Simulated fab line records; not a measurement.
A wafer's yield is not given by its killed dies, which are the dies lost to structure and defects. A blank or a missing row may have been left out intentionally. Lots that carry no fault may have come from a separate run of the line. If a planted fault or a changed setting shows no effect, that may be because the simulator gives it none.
8D (eight disciplines) problem report, filled in by code	flow sky130	the parts of the form that need people (team, actions taken, sign-off) are left out

== 1. THE PROBLEM ==
At SKY_CONTACT_ETCH_18, bias_w averages 219.5 W over 6 wafers from 2 lots, while fault-free wafers read 200.0 W, standard deviation 0.63. Relative to the usual mean, that is a shift of +31 standard deviations.
The step: etches Si3N4 in CHF3/O2, stops on TiN, time 39 s, target depth 75 nm.
Earliest sighting: wafer L196.1 on rie_diel-03 at day 34 19:00. The record holds 39 wafers of 13 lots with a number at this step. Rule for "out" (also "out of limits"): further than 4 standard deviations from the usual mean. The other wafers with a number count as sound.

== 2. WHAT IT IS AND WHAT IT IS NOT ==
question	is	is not
which readings at this step	bias_w	O2_flow_sccm, chf3_flow_sccm, drypump_motor_current_A, oes_product_au, rf_fwd_power_W, throttle_valve_pct
which lots	L196, L197	L187, L189, L190, L192, L193, L194, L195, L199, L205, L207, L209
which wafers of those lots	all that have a number	-
read on which tools	rie_diel-03	rie_diel-02, rie_diel-04
when	from day 34 19:00	up to then (21 sound wafers); but 12 sound wafers of L199, L205, L207, L209 came after

== 3. WHAT RULES OUT EACH SUSPECT ==
Counting: any tool at a process step up to the reading is kept as a suspect provided that every lot that is out went through it and no sound lot did after the first of them.
- rie_diel-03 at SKY_CONTACT_ETCH_18 (etches Si3N4 in CHF3/O2, stops on TiN, time 39 s, target depth 75 nm): ruled out as a lasting fault. The sound lots L209 went through it after L196, its earliest lot that is out (day 34 19:00).
Left after counting: nothing in the record.

== 4. THE CAUSE (what the simulator had put in) ==
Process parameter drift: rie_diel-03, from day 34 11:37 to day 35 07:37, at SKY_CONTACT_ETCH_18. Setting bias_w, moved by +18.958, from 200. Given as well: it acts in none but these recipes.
Counting ruled it out, wrongly.

== 5. THE EFFECT CHAIN, in route order ==
Each row: a reading where the mean over the struck wafers with a number is more than 3 standard deviations away from the usual. Only readings for which the record gives a usual standard deviation are gone through. hours: the time from each lot's start at the first step in this table that gives one to its start at this step, as a median over the lots. sigmas: the change in usual standard deviations.
hours	step	reading	usual	on struck wafers	change	sigmas
0	SKY_CONTACT_ETCH_18	bias_w	200.0 W	219.5	+19.5	+31
It contains these process steps:
- SKY_CONTACT_ETCH_18: etches Si3N4 in CHF3/O2, stops on TiN, time 39 s, target depth 75 nm.
Later steps that measure or inspect, where all struck wafers having a row at the step show a number for every such reading and not one has moved that far: SKY_VIA3_THK_MEAS_01, SKY_CAP2M_RS_MEAS_03.

== 6. WHAT WOULD HAVE CAUGHT IT SOONER ==
First out-of-limits reading in this record: day 34 19:00, which is 7 hours after fault onset at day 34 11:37.
